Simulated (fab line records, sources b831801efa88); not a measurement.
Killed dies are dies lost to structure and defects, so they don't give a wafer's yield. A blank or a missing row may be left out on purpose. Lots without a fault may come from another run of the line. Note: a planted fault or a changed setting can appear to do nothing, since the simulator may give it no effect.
2 desks, one fault + flow sky130 + each desk has only its own numbers; what lay behind them comes last

METROLOGY DESK
What the gauges read, lot by lot, whatever tool the lot ran on: means of the sampled wafers that have a number. If a lot's mean is further than 4 standard deviations from the usual mean, the lot is out of limits and carries the mark OUT (the distance appears in the brackets).
Columns: A = CAP2M_CVD_00_THK at SKY_CAP2M_THK_MEAS_01, usual 15.53 nm; B = CAP2M_TIN_RS at SKY_CAP2M_RS_MEAS_03, usual 6.87 ohm/sq; C = CAP2M_TIN_THK at SKY_CAP2M_THK_MEAS_04, usual 199.9 nm; D = CAP2M_OVL at SKY_CAP2M_OVL_MEAS_12, usual -0.1 nm
| lot  | first seen here | A     | B    | C     | D    |
|------|-----------------|-------|------|-------|------|
| L537 | day 41 00:20    | 15.50 | 6.90 | 198.7 | -0.2 |
| L539 | day 41 10:42    | 15.61 | 6.79 | 202.0 | -0.6 |
| L541 | day 42 03:49    | 15.46 | 6.85 | 199.3 | 0.7  |
| L550 | day 44 11:44    | 15.78 | 6.93 | 200.1 | -0.2 |
| L552 | day 44 20:23    | 15.44 | 6.97 | 197.1 | 0.5  |
| L555 | day 45 09:37    | 15.36 | 6.90 | 198.7 | 0.9  |
This desk found nothing out of limits on any of the 6 lots.

AT THE TOOL OWNER'S DESK: rie_metal-01
The tool's own readings at SKY_CAP2M_METAL_ETCH_13 (etches TiN in Cl2/BCl3, stops on SiO2, target depth 220 nm, time 62.9 s): means of the sampled wafers that have a number, for each lot that ran on this tool. If a lot's mean is further than 4 standard deviations from the usual mean, the lot is out of limits and carries the mark OUT (the distance appears in the brackets).
Columns: A = drypump_motor_current_A at SKY_CAP2M_METAL_ETCH_13, usual 5.6 A; B = oes_product_au at SKY_CAP2M_METAL_ETCH_13, usual 0.945 a.u.; C = run_length_s at SKY_CAP2M_METAL_ETCH_13, usual 91.1 s; D = throttle_valve_pct at SKY_CAP2M_METAL_ETCH_13, usual 21.899 %
| lot  | first seen here | A   | B     | C    | D      |
|------|-----------------|-----|-------|------|--------|
| L539 | day 42 10:44    | 5.6 | 0.950 | 91.0 | 21.890 |
| L541 | day 43 02:39    | 5.6 | 0.944 | 90.8 | 21.895 |
| L550 | day 45 09:08    | 5.6 | 0.964 | 89.8 | 21.893 |
| L552 | day 45 17:35    | 5.6 | 0.956 | 89.7 | 21.896 |
This desk found nothing out of limits on any of the 4 lots.

PUT TOGETHER
Nothing out of limits was seen by the metrology desk.
Nothing out of limits was seen by the tool owner's desk.

WHAT THE SIMULATOR HAD PUT IN
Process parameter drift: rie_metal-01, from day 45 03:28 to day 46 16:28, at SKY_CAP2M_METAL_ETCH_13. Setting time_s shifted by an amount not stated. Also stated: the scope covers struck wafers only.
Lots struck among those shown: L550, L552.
